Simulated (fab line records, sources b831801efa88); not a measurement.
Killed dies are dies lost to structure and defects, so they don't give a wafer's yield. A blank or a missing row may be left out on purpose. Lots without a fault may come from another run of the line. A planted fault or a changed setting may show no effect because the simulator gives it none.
Chamber matching | flow sky130 | SKY_FIELD_ISO_ETCH_14 on rie_diel-03: 4 sister chambers
The step etches BARC in N2/H2, stops on SiO2, time 45.9 s, target depth 60 nm. 16 wafers are shown with their chamber, then 8 later ones without.

WAFERS WITH THEIR CHAMBER
wafer  | chamber | drypump_motor_current_A (A) | run_length_s (s) | chamber_pressure_mTorr (mTorr)
L727.3 | 0       | 6.6                         | 74.7             | 29.980
L727.4 | 2       | 6.0                         | 73.4             | 30.028
L727.6 | 0       | 6.6                         | 74.5             | 29.980
L728.2 | 0       | 6.7                         | 74.6             | 29.966
L728.3 | 3       | 5.7                         | 73.9             | 29.924
L728.5 | 1       | 5.3                         | 74.5             | 30.005
L730.3 | 3       | 5.7                         | 74.3             | 29.978
L730.4 | 0       | 6.6                         | 74.3             | 30.038
L730.6 | 2       | 6.0                         | 74.0             | 30.003
L732.2 | 3       | 5.7                         | 73.7             | 30.012
L732.5 | 2       | 6.0                         | 73.6             | 29.988
L732.6 | 1       | 5.3                         | 73.8             | 30.021
L739.1 | 0       | 6.6                         | 74.9             | 29.978
L739.4 | 2       | 6.0                         | 73.2             | 29.951
L739.5 | 2       | 6.0                         | 73.3             | 30.027
L743.1 | 2       | 6.0                         | 73.2             | 30.028

SIGNATURES (means of the wafers above)
reading                 | chamber 0 | chamber 1 | chamber 2 | chamber 3 | scatter within a chamber
drypump_motor_current_A | 6.620     | 5.300     | 6.000     | 5.700     | 0.0258
run_length_s            | 74.600    | 74.150    | 73.450    | 73.967    | 0.304
chamber_pressure_mTorr  | 29.98840  | 30.01300  | 30.00417  | 29.97133  | 0.0317
Rule: a wafer's distance from a chamber is the root of the sum, over the readings, of the square of ((its reading less the chamber's mean) divided by the reading's scatter). The wafer belongs to the nearest chamber; if the next one is less than 2 further off, it can't be placed. The scatter: the root of (the sum of the squares of (reading less its chamber's mean) over the shown wafers, divided by (wafers less chambers)).

WAFERS WITHOUT THEIR CHAMBER
wafer  | drypump_motor_current_A (A) | run_length_s (s) | chamber_pressure_mTorr (mTorr)
L743.4 | 5.7                         | 74.2             | 30.003
L743.6 | 5.3                         | 73.9             | 29.912
L747.2 | 6.0                         | 73.6             | 30.004
L747.3 | 6.6                         | 74.5             | 30.007
L747.6 | 6.6                         | 74.6             | 29.959
L748.1 | 6.0                         | 73.6             | 30.027
L748.2 | 5.3                         | 73.8             | 30.007
L748.3 | 5.7                         | 74.1             | 29.966

WHICH CHAMBER EACH WENT THROUGH
wafer  | from the rows above | in truth
L743.4 | 3                   | 3
L743.6 | 1                   | 1
L747.2 | 2                   | 2
L747.3 | 0                   | 0
L747.6 | 0                   | 0
L748.1 | 2                   | 2
L748.2 | 1                   | 1
L748.3 | 3                   | 3
Placed correctly: 8 of 8. Can't be placed from these rows: 0. Placed wrongly: 0.
